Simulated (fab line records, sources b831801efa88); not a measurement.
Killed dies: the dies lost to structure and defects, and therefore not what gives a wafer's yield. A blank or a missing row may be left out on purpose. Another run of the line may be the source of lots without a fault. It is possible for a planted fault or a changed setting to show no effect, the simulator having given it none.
Which tool did it? -- flow sky130 -- 12 lots with 36 wafers sampled at 5 steps, on a route of 708 steps

## WHAT THE GAUGES SHOWED, per wafer
SKY_VT_ADJUST_LVTN_TW_MEAS_21. Usual: for VT_ADJUST_LVTN_2_TW the level is 188.5 and the standard deviation is 1.3.
lot,measured,on,VT_ADJUST_LVTN_2_TW,flag
L235,day 7 21:38,filmMetro-04,189.8 190.1 189.6,
L236,day 8 01:42,filmMetro-04,191.3 189.4 191.7,
L237,day 8 17:59,filmMetro-01,187.0 186.5 186.9,
L238,day 8 21:56,filmMetro-01,187.4 187.2 188.0,
L243,day 10 18:29,filmMetro-04,189.2 190.2 190.6,
L247,day 11 10:07,filmMetro-02,188.0 188.8 189.0,
L248,day 11 15:20,filmMetro-02,189.6 190.2 190.2,
L251,day 12 14:46,filmMetro-01,187.8 188.2 188.4,
L253,day 13 09:08,filmMetro-02,187.5 189.8 189.2,
L255,day 13 20:46,filmMetro-01,187.6 188.6 189.2,
L256,day 14 01:32,filmMetro-01,187.0 187.3 186.9,
L257,day 14 07:26,filmMetro-04,188.0 187.3 188.3,

SKY_VT_ADJUST_NCORE_TW_MEAS_11. Usual: for VT_ADJUST_NCORE_TW the level is 219.4 and the standard deviation is 1.4.
lot,measured,on,VT_ADJUST_NCORE_TW,flag
L235,day 8 19:20,filmMetro-01,218.4 216.7 218.8,
L236,day 8 23:27,filmMetro-04,221.1 222.3 220.8,
L237,day 9 14:34,filmMetro-03,219.2 219.6 219.4,
L238,day 9 18:47,filmMetro-03,217.0 219.2 219.9,
L243,day 11 17:59,filmMetro-04,219.3 219.9 220.3,
L247,day 12 10:21,filmMetro-04,219.9 220.4 220.9,
L248,day 12 16:13,filmMetro-04,220.6 220.6 220.7,
L251,day 13 16:08,filmMetro-04,221.5 221.2 221.2,
L253,day 14 10:34,filmMetro-03,219.5 220.1 220.5,
L255,day 14 22:38,filmMetro-03,221.3 221.6 220.5,
L256,day 15 04:02,filmMetro-04,220.3 221.5 220.7,
L257,day 15 08:52,filmMetro-03,219.9 219.0 219.6,

SKY_GATE_OXIDE_TW_MEAS_14. Usual: for GATE_OXIDE_TW the level is 225.9 and the standard deviation is 1.9.
lot,measured,on,GATE_OXIDE_TW,flag
L235,day 13 22:33,filmMetro-02,225.7 225.9 224.7,
L236,day 14 05:58,filmMetro-03,228.2 227.0 226.1,
L237,day 15 03:44,filmMetro-03,225.0 224.5 226.0,
L238,day 15 12:05,filmMetro-03,225.4 224.4 224.7,
L243,day 17 20:54,filmMetro-04,238.5 237.9 238.7,OFF
L247,day 18 10:01,filmMetro-03,235.3 232.5 234.9,OFF
L248,day 18 16:44,filmMetro-02,222.9 224.5 223.7,
L251,day 19 20:33,filmMetro-03,224.6 224.5 224.6,
L253,day 20 19:40,filmMetro-02,225.7 224.7 225.8,
L255,day 21 10:21,filmMetro-02,225.6 225.1 224.0,
L256,day 21 20:07,filmMetro-04,229.8 228.5 228.4,
L257,day 21 21:40,filmMetro-03,224.4 225.5 225.6,

## EACH LOT AND THE TOOL THAT RAN IT (in order: tool; ch and the chambers of the sampled wafers; start)
lot,SKY_VT_ADJUST_LVTN_STRIP_20,SKY_GATE_OXIDE_IMPLANT_11
L235,"plasmaAsher-01 ch 0,1, day 7 21:32","implanter-01 ch 0, day 13 22:12"
L236,"plasmaAsher-04 ch 0,1, day 8 01:36","implanter-01 ch 0, day 14 05:37"
L237,"plasmaAsher-04 ch 0,1, day 8 17:54","implanter-03 ch 0, day 15 03:25"
L238,"plasmaAsher-01 ch 0, day 8 21:50","implanter-04 ch 0, day 15 11:44"
L243,"plasmaAsher-01 ch 0,1, day 10 18:23","implanter-01 ch 0, day 17 20:32"
L247,"plasmaAsher-03 ch 1, day 11 10:01","implanter-01 ch 0, day 18 09:34"
L248,"plasmaAsher-04 ch 0,1, day 11 15:15","implanter-04 ch 0, day 18 16:25"
L251,"plasmaAsher-04 ch 0,1, day 12 14:40","implanter-04 ch 0, day 19 20:11"
L253,"plasmaAsher-04 ch 0,1, day 13 09:01","implanter-01 ch 0, day 20 19:19"
L255,"plasmaAsher-04 ch 0,1, day 13 20:40","implanter-04 ch 0, day 21 09:59"
L256,"plasmaAsher-03 ch 0,1, day 14 01:26","implanter-01 ch 0, day 21 19:47"
L257,"plasmaAsher-01 ch 0,1, day 14 07:19","implanter-03 ch 0, day 21 21:20"
- SKY_VT_ADJUST_LVTN_STRIP_20: strips in O2/N2.
- SKY_GATE_OXIDE_IMPLANT_11

## WHAT THE TOOLS THEMSELVES READ (means of the sampled wafers that have a number; where no wafer has one, the mark that the record gives instead)
SKY_VT_ADJUST_LVTN_STRIP_20. Usual: drypumpMotorCurrentA 5.6 A, standard deviation 0.62; oesProductAu 0.716 a.u., standard deviation 0.0041; stripTimeToEndpointS 14.19 s, standard deviation 0.039.
lot,tool,drypumpMotorCurrentA (A),oesProductAu (a.u.),stripTimeToEndpointS (s),flag
L235,plasmaAsher-01,5.5,0.717,14.15,
L236,plasmaAsher-04,5.3,0.714,14.22,
L237,plasmaAsher-04,5.3,0.718,14.18,
L238,plasmaAsher-01,5.2,0.717,14.16,
L243,plasmaAsher-01,5.9,0.719,14.19,
L247,plasmaAsher-03,5.8,0.719,14.15,
L248,plasmaAsher-04,5.3,0.716,14.23,
L251,plasmaAsher-04,5.7,0.715,14.16,
L253,plasmaAsher-04,5.3,0.718,14.19,
L255,plasmaAsher-04,5.3,0.712,14.22,
L256,plasmaAsher-03,5.5,0.715,14.17,
L257,plasmaAsher-01,5.6,0.715,14.15,

SKY_GATE_OXIDE_IMPLANT_11. Usual: doseIonsCm2 2.5992e+12, standard deviation 2.8e+09; faradayCurrentUA 14.66, standard deviation 0.29.
lot,tool,doseIonsCm2,faradayCurrentUA,flag
L235,implanter-01,2.5978e+12,14.46,
L236,implanter-01,2.5967e+12,14.80,
L237,implanter-03,2.5976e+12,14.73,
L238,implanter-04,2.6008e+12,14.52,
L243,implanter-01,2.9856e+12,16.81,OFF
L247,implanter-01,2.9827e+12,17.21,OFF
L248,implanter-04,2.5984e+12,14.95,
L251,implanter-04,2.5965e+12,14.57,
L253,implanter-01,2.5983e+12,14.47,
L255,implanter-04,2.5964e+12,14.69,
L256,implanter-01,2.5978e+12,14.61,
L257,implanter-03,2.6008e+12,14.88,

## THE ANSWER, worked out from the rows above alone
Rule: a lot counts as off when the mean over its wafers that have a number is more than 3 standard deviations away from the usual mean. A lot without any number at a reading at which 4 lots or more have one is off too. Where the step has rows for the other lots, those lots are counted as sound. Order of review: gauges by route order, followed by the tools' own readings, for which a lot's mean as printed above is used. The first step at which some lot is off is used, and at that step the reading that is off furthest; a lot without a number counts as furthest.
Off: at SKY_GATE_OXIDE_TW_MEAS_14 (GATE_OXIDE_TW), L243, L247.
If a tool, at a process step before that reading, ran all the lots that are off and no sound lot after the first of them, it fits. The gauges at SKY_GATE_OXIDE_TW_MEAS_14 aren't tried: what is off there is off at SKY_GATE_OXIDE_IMPLANT_11 too, on other tools, and a gauge's error can't cause that. No candidate that was tried fits.

## WHAT THE SIMULATOR HAD INSERTED
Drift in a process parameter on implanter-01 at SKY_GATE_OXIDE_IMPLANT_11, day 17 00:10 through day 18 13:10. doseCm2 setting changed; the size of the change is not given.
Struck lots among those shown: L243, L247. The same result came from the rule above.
